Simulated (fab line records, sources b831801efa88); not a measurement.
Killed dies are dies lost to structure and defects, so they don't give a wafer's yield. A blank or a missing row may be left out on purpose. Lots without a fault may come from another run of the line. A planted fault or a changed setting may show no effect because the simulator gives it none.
fab line records | flow sky130
record lots=14 wafers=42 last_day=50
route steps=708 shown FIELD_ISO@15 LDD_N@239 LDD_P@266 LDD_HVN@277 SD_P@328 LI_CONTACT@382
lots that met no fault: from a run of the same line without faults
start_h: hours from the record's first day to the start of the lot's first wafer shown | wait_h: hours since the lot's step before | " the same as in the row above | L1.1+2: a row that stands for several wafers | - no value, or no start given | * or withheld: withheld | < > ~ a bound
route shown NAME@n: a module of which the file shows steps, and the number in the route of the first | usual: mean/standard deviation of fault-free wafers | same: alike in all rows | chamber/n: place in a boat | sites: the reading at each site | _std_site: their standard deviation | _edge_site: outer sites' mean less inner sites' | radius_mm: how far each site lies from the wafer's centre | mask NAME#n: copy n | behind: the tool/chamber that last shaped the wafer | hold: why the lot was held/for how many hours/how that ended | device: the transistor (n, p or np) that didn't switch | end of line: the same wafers' tests at the end of the route | a step without rows: its recipe alone | killed: dies lost to structure and defects at the first sort, not the wafer's yield | map: a wafer's dies, x killed, . not, _ none there
set.NAME: the setting as run; set.NAME@STEP: as run at that earlier step | model.NAME: the simulator's own value behind a step, which no gauge read
steps of the route over a sample of lots; a table a step, a row a wafer
services: from which hour (start_h, from the record's first day; less than 0 if before it) a tool's chamber was out of use, for how many hours, and why
## steps
# step SKY_FIELD_ISO_ETCH_14
# recipe chemistry=N2/H2 target=BARC ion_energy_ev=200 source_w=500 bias_w=100 pressure_mtorr=30 n2_flow_sccm=100 h2_flow_sccm=200 stop_on=SiO2 time_s=45.9 target_depth_a=600
# usual drypump_motor_current_A=5.6/0.54 oes_product_au=0.862/0.0046 throttle_valve_pct=13.225/0.0097
# columns lot.wafer tool chamber start_h wait_h drypump_motor_current_A oes_product_au rf_hours_counter_h throttle_valve_pct
L847.1 rie_diel-04 2 27.80 0.1 5.0 0.855 155 13.211
L847.3 " 3 " " 5.3 0.864 53 13.212
L847.4 " 1 " " 5.4 0.872 69 13.222
L848.3 rie_diel-02 0 36.08 0.1 5.2 0.859 15 13.229
L848.4 " 1 " " 4.9 0.865 3 13.226
L848.6 " 3 " " 5.9 0.856 - 13.236
L849.3 rie_diel-02 2 39.15 0.1 6.4 0.865 1 13.235
L849.4 " 0 " " 5.2 0.861 - 13.245
L849.6 " 3 " " 5.9 0.857 - 13.238
L850.4 rie_diel-02 0 44.05 0.1 5.2 0.867 - 13.223
L850.5 " 2 " " 6.4 0.866 - 13.233
L850.6 " 3 " " 5.9 0.852 - 13.236
L851.4 rie_diel-02 3 50.67 0.1 5.9 0.870 - 13.215
L851.5 " 2 " " 6.4 0.868 - 13.227
L851.6 " 0 " " 5.2 0.863 - 13.212
L852.2 rie_diel-02 0 55.50 0.1 5.2 0.855 15 13.228
L852.4 " 2 " " 6.4 0.866 1 13.231
L852.6 " 3 " " 5.9 0.862 - 13.213
L854.1 rie_diel-02 3 66.45 0.1 5.9 0.870 52 13.224
L854.4 " 1 " " 4.9 0.863 3 13.236
L854.5 " 1 " " 4.9 0.865 - 13.226
L855.1 rie_diel-01 1 69.90 0.1 6.1 0.864 113 13.213
L855.2 " 3 " " 6.0 0.862 126 13.216
L855.3 " 0 " " 5.5 0.866 25 13.219
L857.1 rie_diel-04 0 82.28 0.1 5.7 0.857 3 13.239
L857.3 " 2 " " 5.0 0.866 156 13.231
L857.5 " 3 " " 5.3 0.867 - 13.224
L862.1 rie_diel-02 0 106.30 0.1 5.2 0.864 16 13.246
L862.4 " 2 " " 6.4 0.858 2 13.228
L862.6 " 2 " " 6.4 0.862 - 13.218
L863.3 rie_diel-02 3 111.88 0.1 5.9 0.858 53 13.236
L863.4 " 2 " " 6.3 0.872 2 13.222
L863.6 " 3 " " 5.9 0.862 - 13.231
L868.1 rie_diel-02 0 140.08 0.1 5.2 0.868 17 13.222
L868.3 " 3 " " 5.9 0.865 53 13.222
L868.6 " 3 " " 5.9 0.861 - 13.231
L869.2 rie_diel-02 1 142.80 0.1 4.9 0.866 4 13.221
L869.5 " 2 " " 6.4 0.874 - 13.221
L869.6 " 3 " " 6.0 0.862 - 13.218
L870.2 rie_diel-02 3 148.15 0.1 5.9 0.866 53 13.210
L870.3 " 2 " " 6.4 0.860 3 13.223
L870.5 " 1 " " 4.9 0.862 - 13.219
# step SKY_LDD_N_COAT_02
# recipe resist=NOVOLAK spin_rpm=3000 resist_thk_nm=300
# usual chill_plate_temp_C=23.04/0.11 dispense_pressure_kPa=53.5/2.7
# columns lot.wafer tool chamber start_h wait_h chill_plate_temp_C dispense_pressure_kPa
L847.1 litho_track-02 0 396.74 0.1 23.22 50.2
L847.3 " 0 " " 23.25 50.2
L847.4 " 0 " " 23.22 50.1
L848.3 litho_track-01 0 409.78 0.1 23.11 56.5
L848.4 " 0 " " 23.05 56.5
L848.6 " 0 " " 23.04 56.4
L849.3 litho_track-02 0 409.89 0.1 22.84 50.2
L849.4 " 0 " " 22.97 50.2
L849.6 " 0 " " 22.97 50.2
L850.4 litho_track-04 0 412.33 0.1 23.08 54.3
L850.5 " 0 " " 23.08 54.2
L850.6 " 0 " " 22.97 54.3
L851.4 litho_track-01 0 424.26 0.1 23.02 56.4
L851.5 " 0 " " 23.06 56.5
L851.6 " 0 " " 22.98 56.5
L852.2 litho_track-01 0 437.01 0.1 23.04 56.5
L852.4 " 0 " " 22.99 56.5
L852.6 " 0 " " 22.92 56.5
L854.1 litho_track-04 0 461.80 0.1 22.95 54.3
L854.4 " 0 " " 22.87 54.3
L854.5 " 0 " " 23.14 54.3
L855.1 litho_track-02 0 468.74 0.1 23.20 50.2
L855.2 " 0 " " 23.03 50.2
L855.3 " 0 " " 23.26 50.2
L857.1 litho_track-02 0 480.84 0.1 22.94 50.2
L857.3 " 0 " " 22.97 50.3
L857.5 " 0 " " 23.21 50.2
L862.1 litho_track-02 - 523.14 0.1 - -
L862.4 " - " " - -
L862.6 " - " " - -
L863.3 litho_track-02 - 528.49 0.1 - -
L863.4 " - " " - -
L863.6 " - " " - -
L868.1 litho_track-04 0 569.55 0.1 22.99 54.3
L868.3 " 0 " " 22.90 54.3
L868.6 " 0 " " 22.96 54.3
L869.2 litho_track-04 0 576.08 0.1 22.96 54.3
L869.5 " 0 " " 22.95 54.3
L869.6 " 0 " " 22.90 54.2
L870.2 litho_track-02 0 586.11 0.1 23.05 50.1
L870.3 " 0 " " 22.96 50.1
L870.5 " 0 " " 23.05 50.1
# step SKY_LDD_N_OVL_MEAS_07
# usual LDD_N_OVL=-0.2/1.4
# columns lot.wafer tool chamber start_h wait_h LDD_N_OVL[nm]
L847.1 overlay-01 - 411.13 0.1 2.9
L847.3 " - " " 0.3
L847.4 " - " " 2.5
L848.3 overlay-01 - 424.79 0.1 1.0
L848.4 " - " " -0.6
L848.6 " - " " -2.1
L849.3 overlay-02 - 424.97 0.1 1.9
L849.4 " - " " 0.7
L849.6 " - " " 0.0
L850.4 overlay-01 - 426.93 0.1 -1.1
L850.5 " - " " -1.0
L850.6 " - " " 1.8
L851.4 overlay-01 - 439.20 0.1 1.8
L851.5 " - " " -0.8
L851.6 " - " " -1.0
L852.2 overlay-01 - 453.04 0.1 2.7
L852.4 " - " " 2.7
L852.6 " - " " 2.8
L854.1 overlay-02 - 477.50 0.1 -1.9
L854.4 " - " " -1.6
L854.5 " - " " 0.2
L855.1 overlay-02 - 484.50 0.1 -1.2
L855.2 " - " " 0.6
L855.3 " - " " 0.3
L857.1 overlay-02 - 496.29 0.1 -1.8
L857.3 " - " " -1.7
L857.5 " - " " -0.4
L862.1 overlay-01 - 538.54 0.1 -
L862.4 " - " " -
L862.6 " - " " -
L863.3 overlay-01 - 543.65 0.1 -
L863.4 " - " " -
L863.6 " - " " -
L868.1 overlay-01 - 584.08 0.1 1.2
L868.3 " - " " -1.0
L868.6 " - " " -0.9
L869.2 overlay-01 - 591.06 0.1 1.4
L869.5 " - " " 0.0
L869.6 " - " " 1.4
L870.2 overlay-01 - 600.45 0.1 -1.3
L870.3 " - " " -0.3
L870.5 " - " " -1.8
# step SKY_LDD_P_TW_MEAS_11
# usual LDD_P_TW=635/4
# columns lot.wafer tool chamber start_h wait_h LDD_P_TW
L847.1 film_metro-01 - 442.69 0.1 646
L847.3 " - " " 642
L847.4 " - " " 643
L848.3 film_metro-03 - 457.53 0.1 639
L848.4 " - " " 636
L848.6 " - " " 636
L849.3 film_metro-01 - 457.68 0.1 637
L849.4 " - " " 637
L849.6 " - " " 642
L850.4 film_metro-01 - 459.34 0.1 639
L850.5 " - " " 635
L850.6 " - " " 638
L851.4 film_metro-03 - 471.33 0.1 635
L851.5 " - " " 642
L851.6 " - " " 638
L852.2 film_metro-03 - 485.61 0.1 637
L852.4 " - " " 638
L852.6 " - " " 635
L854.1 film_metro-02 - 509.46 0.1 635
L854.4 " - " " 635
L854.5 " - " " 630
L855.1 film_metro-02 - 516.93 0.1 632
L855.2 " - " " 631
L855.3 " - " " 633
L857.1 film_metro-02 - 527.76 0.1 635
L857.3 " - " " 634
L857.5 " - " " 631
L862.1 film_metro-02 - 570.56 0.1 2569
L862.4 " - " " 2566
L862.6 " - " " 2557
L863.3 film_metro-01 - 575.40 0.1 2580
L863.4 " - " " 2588
L863.6 " - " " 2588
L868.1 film_metro-01 - 614.36 0.1 639
L868.3 " - " " 640
L868.6 " - " " 639
L869.2 film_metro-01 - 621.37 0.1 637
L869.5 " - " " 638
L869.6 " - " " 641
L870.2 film_metro-02 - 631.31 0.1 627
L870.3 " - " " 630
L870.5 " - " " 628
# step SKY_LDD_HVN_TW_MEAS_10
# usual LDD_HVN_TW=1435/6.5
# columns lot.wafer tool chamber start_h wait_h LDD_HVN_TW
L847.1 film_metro-02 - 473.94 0.1 1428
L847.3 " - " " 1430
L847.4 " - " " 1424
L848.3 film_metro-03 - 487.89 0.1 1439
L848.4 " - " " 1431
L848.6 " - " " 1440
L849.3 film_metro-03 - 488.11 0.1 1428
L849.4 " - " " 1429
L849.6 " - " " 1430
L850.4 film_metro-03 - 489.92 0.1 1436
L850.5 " - " " 1431
L850.6 " - " " 1425
L851.4 film_metro-02 - 502.02 0.1 1435
L851.5 " - " " 1428
L851.6 " - " " 1430
L852.2 film_metro-02 - 516.50 0.1 1429
L852.4 " - " " 1437
L852.6 " - " " 1433
L854.1 film_metro-04 - 539.27 0.1 1433
L854.4 " - " " 1432
L854.5 " - " " 1437
L855.1 film_metro-02 - 547.87 0.1 1441
L855.2 " - " " 1435
L855.3 " - " " 1428
L857.1 film_metro-03 - 559.04 0.1 1441
L857.3 " - " " 1446
L857.5 " - " " 1439
L862.1 film_metro-03 - 599.47 0.1 2682
L862.4 " - " " 2679
L862.6 " - " " 2696
L863.3 film_metro-02 - 604.34 0.1 2694
L863.4 " - " " 2717
L863.6 " - " " 2702
L868.1 film_metro-04 - 643.61 0.1 1435
L868.3 " - " " 1438
L868.6 " - " " 1434
L869.2 film_metro-03 - 651.03 0.1 1438
L869.5 " - " " 1446
L869.6 " - " " 1440
L870.2 film_metro-03 - 660.33 0.1 1451
L870.3 " - " " 1446
L870.5 " - " " 1450
# step SKY_SD_P_OVL_MEAS_08
# usual SD_P_OVL=-0.5/1.5
# columns lot.wafer tool chamber start_h wait_h SD_P_OVL[nm]
L847.1 overlay-02 - 596.10 0.1 0.1
L847.3 " - " " 0.4
L847.4 " - " " 1.7
L848.3 overlay-01 - 610.04 0.1 1.7
L848.4 " - " " -0.5
L848.6 " - " " -1.8
L849.3 overlay-01 - 612.06 0.1 -0.2
L849.4 " - " " -0.5
L849.6 " - " " -1.3
L850.4 overlay-01 - 612.82 0.1 -0.4
L850.5 " - " " 1.8
L850.6 " - " " 0.3
L851.4 overlay-01 - 624.52 0.1 0.6
L851.5 " - " " 1.1
L851.6 " - " " 0.3
L852.2 overlay-02 - 640.81 0.1 -2.0
L852.4 " - " " 2.4
L852.6 " - " " 0.4
L854.1 overlay-02 - 660.50 0.1 0.9
L854.4 " - " " 0.0
L854.5 " - " " -0.5
L855.1 overlay-01 - 666.70 0.1 -3.8
L855.2 " - " " -2.8
L855.3 " - " " 0.7
L857.1 overlay-01 - 678.95 0.1 -1.1
L857.3 " - " " 3.2
L857.5 " - " " 0.2
L862.1 overlay-01 - 716.77 0.1 0.7
L862.4 " - " " -0.5
L862.6 " - " " 0.4
L863.3 overlay-02 - 720.61 0.1 -3.5
L863.4 " - " " -2.6
L863.6 " - " " -5.2
L868.1 overlay-02 - 773.97 0.1 -0.4
L868.3 " - " " -1.4
L868.6 " - " " -0.3
L869.2 overlay-01 - 774.28 0.1 0.2
L869.5 " - " " 0.0
L869.6 " - " " -0.1
L870.2 overlay-02 - 774.36 0.1 -1.1
L870.3 " - " " -0.1
L870.5 " - " " -1.3
# step SKY_LI_CONTACT_SPUTTER_20
# recipe material=TiN target_thk_nm=20 chamber_pressure_pa=5 power_w=4000 time_s=80
# usual throttle_valve_pct=30.0/1.3
# columns lot.wafer tool chamber start_h wait_h throttle_valve_pct
L847.1 pvd_sputter-01 - 683.95 0.0 29.6
L847.3 " - " " 31.2
L847.4 " - " " 27.9
L848.3 pvd_sputter-04 - 698.71 0.0 30.9
L848.4 " - " " 29.0
L848.6 " - " " 30.9
L849.3 pvd_sputter-01 - 700.29 0.0 29.8
L849.4 " - " " 28.1
L849.6 " - " " 27.8
L850.4 pvd_sputter-01 - 701.44 0.0 28.0
L850.5 " - " " 31.1
L850.6 " - " " 28.2
L851.4 pvd_sputter-04 - 711.84 0.0 30.7
L851.5 " - " " 29.2
L851.6 " - " " 29.0
L852.2 pvd_sputter-02 - 725.24 0.0 29.4
L852.4 " - " " 28.8
L852.6 " - " " 31.3
L854.1 pvd_sputter-02 - 747.11 0.0 28.7
L854.4 " - " " 31.3
L854.5 " - " " 29.0
L855.1 pvd_sputter-02 - 752.19 0.0 28.9
L855.2 " - " " 32.1
L855.3 " - " " 30.8
L857.1 pvd_sputter-04 - 764.93 0.0 28.6
L857.3 " - " " 29.5
L857.5 " - " " 31.0
L862.1 pvd_sputter-04 - 801.54 0.0 29.1
L862.4 " - " " 31.1
L862.6 " - " " 31.1
L863.3 pvd_sputter-01 - 804.91 0.0 31.3
L863.4 " - " " 29.8
L863.6 " - " " 31.7
L868.1 pvd_sputter-01 - 856.30 0.0 31.2
L868.3 " - " " 28.2
L868.6 " - " " 29.7
L869.2 pvd_sputter-04 - 856.99 0.0 29.0
L869.5 " - " " 29.1
L869.6 " - " " 29.1
L870.2 pvd_sputter-02 - 857.25 0.0 28.8
L870.3 " - " " 32.2
L870.5 " - " " 28.6
## services
# columns tool chamber start_h hours kind
rie_diel-02 3 13.33 4.1 repair
rie_diel-02 - 23.21 0.9 repair
rie_diel-02 1 37.18 13.8 repair
pvd_sputter-01 - 91.73 2.1 repair
pvd_sputter-01 - 111.64 2.2 repair
pvd_sputter-01 - 125.33 2.2 repair
pvd_sputter-01 - 126.85 28.7 repair
rie_diel-02 - 128.70 0.1 repair
pvd_sputter-01 - 147.64 3.6 repair
rie_diel-02 1 160.59 7.8 repair
pvd_sputter-01 - 166.02 4.8 repair
pvd_sputter-04 - 248.11 7.3 repair
rie_diel-02 1 284.94 7.3 repair
rie_diel-02 - 334.53 2.8 pm
pvd_sputter-04 - 347.07 2.1 repair
pvd_sputter-01 - 404.10 0.5 repair
rie_diel-02 - 436.48 0.3 repair
rie_diel-02 - 447.71 28.4 repair
rie_diel-02 1 463.40 8.8 repair
rie_diel-02 2 522.15 1.5 repair
rie_diel-02 0 695.64 15.5 repair
rie_diel-02 1 786.88 5.9 repair
rie_diel-02 3 800.16 17.5 repair
rie_diel-02 2 852.59 4.1 repair
## key
first_sign step=SKY_LDD_N_COAT_02 reading=tool_record direction=missing
effect step=SKY_LDD_N_OVL_MEAS_07 reading=LDD_N_OVL direction=missing
effect step=SKY_LDD_P_TW_MEAS_11 reading=LDD_P_TW direction=up sigmas=99+ usual=635 struck=2575
effect step=SKY_LDD_HVN_TW_MEAS_10 reading=LDD_HVN_TW direction=up sigmas=99+ usual=1435 struck=2695
met_at SKY_LDD_N_COAT_02
struck_lots L862,L863
sort_left_out L862.1,L862.4,L862.6,L863.3,L863.4,L863.6
tester_left_out L862,L863
not_acting_at SKY_FIELD_ISO_ETCH_14,SKY_SD_P_OVL_MEAS_08,SKY_LI_CONTACT_SPUTTER_20
onset_between 480.84 523.14
fault kind=skipped_step_whole tool=litho_track-02 chamber=- onset_h=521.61 steps=SKY_LDD_N_COAT_02 scope=struck_lots_only
# tester_left_out: of these lots the tester's yield and bins aren't shown, on N5 and GAA mostly nor the transistor test; their killed dies are dies lost to structure and defects alone, not to doping, threshold or leakage, so they don't give the yield
# sort_left_out: the simulated sort isn't trusted on such a fault, so these wafers' sort isn't shown, and their yield isn't known
